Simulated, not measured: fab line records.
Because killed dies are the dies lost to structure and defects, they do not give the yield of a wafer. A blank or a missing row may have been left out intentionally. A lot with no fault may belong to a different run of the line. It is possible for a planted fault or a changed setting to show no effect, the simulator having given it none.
8D (eight disciplines) problem report, filled in by code | flow gf180mcu | the parts of the form that need people (team, actions taken, sign-off) are left out

1. THE PROBLEM
M4_ALCU_RS at GF_M4_RS_MEAS_05 reads a mean of 0.0616 ohm/sq on 1 wafer of 1 lot; wafers without a fault read 0.0697 ohm/sq with a standard deviation of 0.00072. That puts it -11 standard deviations away from the usual mean.
The step: measures by four-point-probe.
First observed at day 27 06:20: wafer L140.4, on filmMetro-03. Wafers with a number at this step in the record: 36, from 12 lots. The rule behind "out" and "out of limits": a value lying over 4 standard deviations away from the usual mean. The other wafers with a number count as sound.

2. WHAT IT IS, WHAT IT ISN'T
question                    | is                | is not
which readings at this step | M4_ALCU_RS        | -
which lots                  | L140              | L126, L127, L128, L131, L133, L134, L135, L137, L146, L147, L148
which wafers of those lots  | L140.4            | L140.1, L140.2
read on which gauges        | filmMetro-03      | filmMetro-02, filmMetro-04
when                        | from day 27 06:20 | up to then (26 sound wafers); but 9 sound wafers of L146, L147, L148 came after

3. THE SUSPECTS, EACH WITH WHAT RULES IT OUT
Counting: any tool at a process step up to the reading remains a suspect provided it ran every lot that is out. Sound lots after the first of them don't rule it out here, since some wafers of a struck lot are sound.
- the gauge at GF_M4_RS_MEAS_05: ruled out. All the wafers that are out were read on filmMetro-03, but those of them that GF_M4_SPUTTER_02 has rows for are out there too, on other tools.
- pvdSputter-02 at GF_M4_SPUTTER_02 (material AlCu, target thk 450 nm, time 23.9 s): kept. It processed L140, the lot that is out, at day 27 06:15, and its most recent sound lot before then was L135 at day 25 14:59. Its own cathodeDcPowerW readings are out on those wafers.
After counting, what remains is pvdSputter-02 at GF_M4_SPUTTER_02.

4. THE CAUSE (what the simulator had put in)
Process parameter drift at GF_M4_SPUTTER_02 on pvdSputter-02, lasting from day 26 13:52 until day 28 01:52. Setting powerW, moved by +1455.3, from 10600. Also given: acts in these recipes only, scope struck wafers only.
Counting left only this tool.

5. SEQUENCE OF EFFECTS, ordered by route
Each row: a reading whose mean over the struck wafers that have a number lies more than 3 standard deviations from the usual. Scope: only readings with a usual standard deviation given in the record; hours: median across lots of the time from each lot's start at the first step in this table that gives one to its start at this step; sigmas: change in usual standard deviations.
hours | step              | reading         | usual         | on struck wafers | change  | sigmas
0     | GF_M4_SPUTTER_02  | cathodeDcPowerW | 10600 W       | 12055            | +1455   | +99 or more
0     | GF_M4_RS_MEAS_05  | M4_ALCU_RS      | 0.0697 ohm/sq | 0.0616           | -0.0081 | -11
0     | GF_M4_THK_MEAS_06 | M4_ALCU_THK     | 456 nm        | 514              | +58     | +12
Here are the process steps it includes:
- GF_M4_SPUTTER_02: material AlCu, target thk 450 nm, time 23.9 s.
Later steps that measure or inspect, where all struck wafers having a row at the step show a number for every such reading and not one has moved that far: GF_M4_CD_MEAS_14.

6. HOW IT WOULD HAVE BEEN CAUGHT EARLIER
Counted from the fault's start at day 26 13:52, it took 16 hours until the first out-of-limits reading at a measuring or inspecting step in this record, taken at day 27 06:20.
Tool's own readings at GF_M4_SPUTTER_02, cathodeDcPowerW: out on all struck wafers the step has rows for; an alarm limit on them would have tripped on the first.
By day 27 06:20 the whole set of lots that are out, 1 in number, had already begun GF_M4_SPUTTER_02 on pvdSputter-02. A hold on the tool at that time would have spared none of them.
